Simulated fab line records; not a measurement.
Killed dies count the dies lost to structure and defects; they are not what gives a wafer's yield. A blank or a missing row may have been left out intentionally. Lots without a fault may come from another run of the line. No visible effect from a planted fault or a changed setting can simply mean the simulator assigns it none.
Problem report, 8D (eight disciplines) form, completed by code ; flow gf180mcu ; the parts of the form that need people (team, actions taken, sign-off) are left out

1. WHAT IS WRONG
Across 6 wafers from 2 lots, NWELL_TW at GF_NWELL_TW_MEAS_11 averages 1467, while fault-free wafers read 1578 with a standard deviation of 11. Relative to the usual mean, that is a shift of -10 standard deviations.
First observed at day 7 05:35: wafer L285.4, on film_metro-02. At this step, 36 wafers from 12 lots have a number in the record. Rule for "out", or "out of limits": more than 4 standard deviations from the usual mean. Any other wafer with a number is counted as sound.

2. WHAT IT IS, WHAT IT ISN'T
question;is;is not
which readings at this step;NWELL_TW;-
which lots;L285, L287;L268, L269, L270, L271, L275, L276, L277, L278, L288, L289
which wafers of those lots;all that have a number;-
read on which gauges;film_metro-01, film_metro-02;film_metro-03
when;from day 7 05:35;"up to then (24 sound wafers); but 6 sound wafers of L288, L289 came after"

3. THE SUSPECTS, EACH WITH WHAT RULES IT OUT
Counting: a tool at any process step up to the reading remains a suspect when it ran all the lots that are out and ran no sound lot after the first of those.
- the gauge at GF_NWELL_TW_MEAS_11 has been ruled out. The wafers that are out were read on 2 gauges (film_metro-01, film_metro-02).
- rie_si-02 at GF_STI_ETCH_14 (etches Si in HBr/Cl2/O2, target depth 360 nm, time 102.9 s): ruled out as a lasting fault. Following L285 (day 5 17:05), the first lot on it that is out, the sound lots L288, L289 were run on it.
- implanter-04 at GF_NWELL_IMPLANT_08: kept. Every lot that is out went through it, starting with L285 (day 7 05:14), and after that it ran no sound lot; the last sound lot it ran before then is L271 (day 4 00:34). Out on those wafers are its own readings of beam_on_s, faraday_current_uA.
The count leaves implanter-04 at GF_NWELL_IMPLANT_08.

4. THE CAUSE (what the simulator had put in)
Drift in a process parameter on implanter-04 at GF_NWELL_IMPLANT_08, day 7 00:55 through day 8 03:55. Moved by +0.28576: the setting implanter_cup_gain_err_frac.
This tool alone remained once counting was done.

5. THE EFFECT CHAIN, in route order
Each row: a reading whose mean over the struck wafers that have a number lies more than 3 standard deviations from the usual. Scope: only readings with a usual standard deviation given in the record; hours: median across lots of the time from each lot's start at the first step in this table that gives one to its start at this step; sigmas: change in usual standard deviations.
hours;step;reading;usual;on struck wafers;change;sigmas
0;GF_NWELL_IMPLANT_08;beam_on_s;9.97 s;7.75;-2.22;-9.7
0;GF_NWELL_IMPLANT_08;faraday_current_uA;84.8;109.0;+24.2;+13
0;GF_NWELL_TW_MEAS_11;NWELL_TW;1578;1467;-111;-10
124;GF_VT_IMPLANT_RS_MEAS_47;NWELL_RS;487.7 ohm/sq;556.5;+68.8;+53
Here are the process steps it includes:
- GF_NWELL_IMPLANT_08
Later measuring or inspecting steps at which every struck wafer that the step has a row for has a number for every such reading, and none has moved that far: GF_MVSD_OVL_MEAS_07.

6. HOW IT WOULD HAVE BEEN CAUGHT EARLIER
The first out-of-limits reading at a measuring or inspecting step in this record came at day 7 05:35, 5 hours after the fault's start at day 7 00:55.
The tool's own readings at GF_NWELL_IMPLANT_08 were out on every struck wafer that the step has a row for (beam_on_s, faraday_current_uA): an alarm limit on them would have fired on the first of those.
Lots out: 2; of these, L287 started GF_NWELL_IMPLANT_08 on implanter-04 after day 7 05:35. Had the tool been put on hold then, it would have been spared.
